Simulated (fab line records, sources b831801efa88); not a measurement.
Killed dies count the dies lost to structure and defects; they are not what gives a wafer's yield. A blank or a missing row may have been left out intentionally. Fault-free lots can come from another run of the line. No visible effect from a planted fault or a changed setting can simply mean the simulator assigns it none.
8D (eight disciplines) problem report, filled in by code ; flow gf180mcu ; the parts of the form that need people (team, actions taken, sign-off) are left out

== 1. WHAT WENT WRONG ==
Across 6 wafers from 2 lots, MVSD_RS at GF_VT_IMPLANT_RS_MEAS_46 averages 464.4 ohm/sq, while fault-free wafers read 456.7 ohm/sq with a standard deviation of 1.1. That puts it +7.0 standard deviations away from the usual mean.
The step: measures by four-point-probe.
Earliest sighting: wafer L938.2 on film-metro-01 at day 11 08:31. The record holds 36 wafers of 12 lots with a number at this step. Rule for "out" (also "out of limits"): further than 4 standard deviations from the usual mean. The other wafers with a number count as sound.

== 2. WHAT IT IS, AND WHAT IT ISN'T ==
question;is;is not
which readings at this step;MVSD_RS;-
which lots;L938, L939;L925, L926, L927, L928, L930, L941, L942, L945, L947, L948
which wafers of those lots;all that have a number;-
read on which gauges;film-metro-01, film-metro-03;film-metro-04
when;from day 11 08:31;"up to then (15 sound wafers); but 15 sound wafers of L941, L942, L945, L947, L948 came after"

== 3. WHAT RULES OUT EACH SUSPECT ==
Counting: any tool at a process step up to the reading is kept as a suspect provided that every lot that is out went through it and no sound lot did after the first of them.
- the gauge at GF_VT_IMPLANT_RS_MEAS_46 is ruled out. 2 gauges (film-metro-01, film-metro-03) read the wafers that are out.
- implanter-04 at GF_MVSD_IMPLANT_09: kept. Every lot that is out went through it, starting with L938 (day 7 14:15), and after that it ran no sound lot; the last sound lot it ran before then is L930 (day 5 11:05). Out on those wafers are its own readings of dose-ions-cm2, faraday-current-uA.
- rtp-anneal-02 at GF_VT_IMPLANT_RTA_45 (time 30 s): ruled out as a lasting fault. Following L938 (day 11 08:25), the first lot on it that is out, the sound lots L942, L945, L947 were run on it.
Remaining after the count: implanter-04 at GF_MVSD_IMPLANT_09.

== 4. THE CAUSE (what the simulator had put in) ==
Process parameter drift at GF_MVSD_IMPLANT_09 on implanter-04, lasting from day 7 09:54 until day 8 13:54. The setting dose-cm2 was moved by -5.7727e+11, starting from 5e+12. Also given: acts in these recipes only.
Counting left only this tool.

== 5. THE CHAIN OF EFFECTS, in route order ==
Rows list readings where the struck wafers' mean (over those with a number) sits beyond 3 standard deviations from the usual. Readings are gone through only where the record gives a usual standard deviation; hours: the median, over the lots, of the time from a lot's start at the first step in this table giving one to that lot's start at this step; sigmas: the change measured in usual standard deviations.
hours;step;reading;usual;on struck wafers;change;sigmas
0;GF_MVSD_IMPLANT_09;dose-ions-cm2;4.999e+12;4.416e+12;-5.830e+11;-99 or more
0;GF_MVSD_IMPLANT_09;faraday-current-uA;28.3;25.0;-3.3;-6.5
90;GF_VT_IMPLANT_RS_MEAS_46;MVSD_RS;456.7 ohm/sq;464.4;+7.7;+7.0
Process steps it contains:
- GF_MVSD_IMPLANT_09

== 6. WHAT WOULD HAVE CAUGHT IT SOONER ==
The first out-of-limits reading at a measuring or inspecting step in this record came at day 11 08:31, 95 hours after the fault's start at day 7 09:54.
At GF_MVSD_IMPLANT_09, the tool's own readings (dose-ions-cm2, faraday-current-uA) were out on each struck wafer the step has a row for, so an alarm limit on them would have fired on the first such wafer.
All the lots that are out (2) had begun GF_MVSD_IMPLANT_09 on implanter-04 by day 11 08:31. Holding the tool at that point would not have protected any of them.
